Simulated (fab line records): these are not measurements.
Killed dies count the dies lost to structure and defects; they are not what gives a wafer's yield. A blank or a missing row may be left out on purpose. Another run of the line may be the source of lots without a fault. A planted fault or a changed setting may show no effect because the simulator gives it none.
A lot that was struck, set against a sound lot / flow sky130 / 14 out of 708 route steps
Sound: wafers L106.1, L106.2, L106.5. Wafers L996.1, L996.2, L996.6 were the ones struck. The cause is named last.
At each step with rows: each side's tool, then ch and its chambers, then its first start. Under that, the readings that differ: sound wafers / struck wafers / difference of the means / sigmas: that difference in standard deviations of wafers without a fault.
alike: readings with means less than 2 such deviations apart, plus words and numbers identical on both sides. not compared: withheld readings, readings lacking a value on some wafer, bounds such as >300 that could conceal the same value, and numbers that have no deviation in the record and whose values overlap.
A row with sigmas, a row that says differs or no value, or rows on one side alone: a step with any of these is where the two part. Numbers that have no deviation but don't overlap get no sigmas and don't part them. A reading missing from all wafers of one side parts the sides only when that side holds two or more wafers.

first, 3 steps without rows for these wafers: SKY_VT_ADJUST_NCORE_EXPOSE_04 (exposes mask LVTN COMPLEMENT THIN, target cd 380 nm); SKY_VT_ADJUST_NCORE_PEB_05; SKY_VT_ADJUST_NCORE_DEVELOP_06 (develop time 60 s).
SKY_VT_ADJUST_NCORE_CD_MEAS_07 targets a cd of 380 nm.
  sound: cd sem-01 at day 13 07:22; struck: cd sem-01 at day 10 15:24
  alike: cd nm
SKY_VT_ADJUST_NCORE_OVL_MEAS_08:
  sound: overlay-02 at day 13 07:29; struck: overlay-02 at day 10 15:31
  alike: VT_ADJUST_NCORE_OVL
next, for these wafers, 1 step has no rows: SKY_VT_ADJUST_NCORE_IMPLANT_09.
SKY_VT_ADJUST_NCORE_STRIP_10: strips in O2/N2.
  sound on plasma asher-02 ch 0,1, day 13 07:40; struck on plasma asher-04 ch 0,1, day 10 15:43
  alike: drypump motor current A, n2 flow sccm, oes product au, strip time to endpoint s
  not compared: rf hours counter h
SKY_VT_ADJUST_NCORE_TW_MEAS_11:
  sound: film metro-03 at day 13 07:46; struck: film metro-01 at day 10 15:49
  alike: VT_ADJUST_NCORE_TW
then, 4 steps without rows for these wafers: SKY_VT_ADJUST_HVTR_DEHYDRATE_00 (time 60 s); SKY_VT_ADJUST_HVTR_HMDS_01 (prime time 60 s); SKY_VT_ADJUST_HVTR_COAT_02 (resist thk 1132 nm); SKY_VT_ADJUST_HVTR_SOFTBAKE_03 (time 60 s).
SKY_VT_ADJUST_HVTR_EXPOSE_04: exposes mask HVTRM, target cd 380 nm.
  sound on iline stepper-02 ch 0, day 13 20:35; struck on iline stepper-02, day 11 03:17
  no value came back on the struck wafers for exposure dose mJ cm2, focus offset nm (nm); on the sound wafers exposure dose mJ cm2 reads 149.70 149.25 149.55
  alike: mask
next, for these wafers, 1 step has no rows: SKY_VT_ADJUST_HVTR_PEB_05.

## WHERE THEY PART
At SKY_VT_ADJUST_HVTR_EXPOSE_04 and nowhere else, as far as this record goes.

WHY: the cause the simulator had injected
Entire step skipped (iline stepper-02, SKY_VT_ADJUST_HVTR_EXPOSE_04), from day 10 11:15 onward. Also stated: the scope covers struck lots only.
